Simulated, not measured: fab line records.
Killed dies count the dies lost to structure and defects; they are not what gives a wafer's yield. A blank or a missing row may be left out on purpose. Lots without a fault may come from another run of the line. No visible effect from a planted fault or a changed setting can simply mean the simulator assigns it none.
Code-filled problem report in 8D (eight disciplines) form || flow gf180mcu || the parts of the form that need people (team, actions taken, sign-off) are left out

## 1. WHAT IS WRONG
Wafers with no fault read 40.01 Torr with a standard deviation of 0.085, whereas chamber-pressure-Torr at GF_V2_CVD_23 reads a mean of 41.33 Torr on 1 wafer of 1 lot. That puts it +16 standard deviations away from the usual mean.
The step: deposits W, target thk 350 nm, time 104.94 s.
Earliest sighting: wafer L853.5 on cvd-w-01 at day 26 05:37. At this step, 36 wafers from 12 lots have a number in the record. The rule behind "out" and "out of limits": a value lying over 4 standard deviations away from the usual mean. Any other wafer with a number is counted as sound.

## 2. WHAT IT IS; WHAT IT IS NOT
{"question": "which readings at this step", "is": "chamber-pressure-Torr", "is not": "heater-power-w"}
{"question": "which lots", "is": "L853", "is not": "L837, L838, L840, L841, L842, L843, L844, L846, L858, L859, L860"}
{"question": "which wafers of those lots", "is": "L853.5", "is not": "L853.3, L853.6"}
{"question": "read on which tools", "is": "cvd-w-01", "is not": "cvd-w-02"}
{"question": "when", "is": "from day 26 05:37", "is not": "up to then (26 sound wafers); but 9 sound wafers of L858, L859, L860 came after"}

## 3. SUSPECTS, AND WHAT RULES EACH OUT
Counting: if a tool at a process step up to the reading ran every lot that is out, it stays a suspect. Sound lots after the first of them don't rule it out here, since some wafers of a struck lot are sound.
- rie-metal-02 at GF_M2_METAL_ETCH_16 (etches the open film in Cl2/BCl3, stops on SiO2, target depth 627.5 nm, time 104.6 s): kept. L853, the lot that is out, went through it at day 25 06:01; up to then, the latest sound lot through it was L843 at day 21 20:16.
- plasma-asher-03 at GF_V2_STRIP_18 (strips in O2/N2): kept. L853, the lot that is out, went through it at day 26 04:59; up to then, the latest sound lot through it was L842 at day 22 04:50.
- cvd-w-01 at GF_V2_CVD_23 (deposits W, target thk 350 nm, time 104.94 s): kept. L853, the lot that is out, went through it at day 26 05:37; up to then, the latest sound lot through it was L846 at day 23 11:08. On those wafers its own readings are out: chamber-pressure-Torr.
- The sound lot-mates ran in chamber 1 of plasma-asher-03 at GF_V2_STRIP_18, but the wafers that are out ran in chamber 0.
- The sound lot-mates ran in chamber 0 of cvd-w-01 at GF_V2_CVD_23, but the wafers that are out ran in chamber 1.
rie-metal-02 at GF_M2_METAL_ETCH_16, plasma-asher-03 at GF_V2_STRIP_18 and cvd-w-01 at GF_V2_CVD_23 are what is left after counting.

## 4. THE CAUSE (what the simulator had put in)
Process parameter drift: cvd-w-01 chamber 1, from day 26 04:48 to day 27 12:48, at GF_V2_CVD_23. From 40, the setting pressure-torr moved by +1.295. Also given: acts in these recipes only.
Of the 3 suspects that counting leaves, this tool is one.

## 5. THE EFFECT CHAIN, in route order
Rows list readings where the struck wafers' mean (over those with a number) sits beyond 3 standard deviations from the usual. Readings are gone through only where the record gives a usual standard deviation; hours: the median, over the lots, of the time from a lot's start at the first step in this table giving one to that lot's start at this step; sigmas: the change measured in usual standard deviations.
{"hours": 0, "step": "GF_V2_CVD_23", "reading": "chamber-pressure-Torr", "usual": "40.01 Torr", "on struck wafers": 41.33, "change": "+1.32", "sigmas": "+16"}
{"hours": 178, "step": "GF_PASSIVATION_PROBE_99", "reading": "killed-at-other", "usual": 0.1, "on struck wafers": 1.0, "change": "+0.9", "sigmas": "+3.3"}
Here are the process steps it includes:
- GF_V2_CVD_23: deposits W, target thk 350 nm, time 104.94 s.
- GF_PASSIVATION_PROBE_99
At these later measuring or inspecting steps, every struck wafer for which the step has a row has a number for every such reading, and none has moved that far: GF_M3_THK_MEAS_06.

## 6. HOW IT WOULD HAVE BEEN CAUGHT EARLIER
In this record the first reading out of limits was taken at day 26 05:37, 1 hour after the fault began at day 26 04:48.
